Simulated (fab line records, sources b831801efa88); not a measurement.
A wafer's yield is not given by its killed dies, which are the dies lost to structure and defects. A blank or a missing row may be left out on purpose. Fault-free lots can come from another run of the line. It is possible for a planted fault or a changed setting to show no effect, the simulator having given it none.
Chamber matching :: flow gf180mcu :: GF_V3_CVD_02 on pecvd-03: 3 sister chambers
The step deposits SiO2 from TEOS, target thk 850 nm, time 94.851 s. 6 wafers are shown with their chamber, then 7 later ones without.

## WAFERS WITH THEIR CHAMBER
wafer: L310.6
chamber: 1
rf fwd power W (W): 595.9
heater power w (W): 464

wafer: L316.4
chamber: 2
rf fwd power W (W): 595.1
heater power w (W): 614

wafer: L316.5
chamber: 1
rf fwd power W (W): 597.3
heater power w (W): 454

wafer: L316.6
chamber: 0
rf fwd power W (W): 597.0
heater power w (W): 637

wafer: L317.1
chamber: 2
rf fwd power W (W): 598.8
heater power w (W): 523

wafer: L317.3
chamber: 0
rf fwd power W (W): 597.5
heater power w (W): 605

## WAFERS WITHOUT THEIR CHAMBER
wafer: L317.4
rf fwd power W (W): 598.6
heater power w (W): 584

wafer: L320.3
rf fwd power W (W): 595.1
heater power w (W): 537

wafer: L320.5
rf fwd power W (W): 593.9
heater power w (W): 578

wafer: L320.6
rf fwd power W (W): 599.1
heater power w (W): 524

wafer: L319.4
rf fwd power W (W): 597.1
heater power w (W): 524

wafer: L319.5
rf fwd power W (W): 594.9
heater power w (W): 613

wafer: L319.6
rf fwd power W (W): 596.9
heater power w (W): 568

## WHICH CHAMBER EACH WENT THROUGH
wafer: L317.4
from the rows above: can't be placed: 2 or 0
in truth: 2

wafer: L320.3
from the rows above: can't be placed: 2 or 1 or 0
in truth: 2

wafer: L320.5
from the rows above: can't be placed: 2 or 0 or 1
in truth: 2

wafer: L320.6
from the rows above: can't be placed: 2 or 1 or 0
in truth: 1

wafer: L319.4
from the rows above: can't be placed: 2 or 1 or 0
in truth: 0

wafer: L319.5
from the rows above: can't be placed: 0 or 2
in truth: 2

wafer: L319.6
from the rows above: can't be placed: 2 or 0
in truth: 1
0 of 7 placed correctly. From these rows, 7 cannot be placed; in 6 the true chamber is one of the candidates. Number placed wrongly: 0.
How it was worked out, from the rows above alone: a wafer's distance from a chamber is the root of the sum, over the readings, of the square of ((its reading less the chamber's mean) divided by the reading's scatter). If the next closest chamber is less than 2 further off than the closest, the wafer can't be placed; otherwise it belongs to the closest. A chamber's mean is the mean of its shown wafers. The scatter: take each reading less its chamber's mean, square it, sum over the shown wafers, divide by the number of wafers less the number of chambers, and take the root.
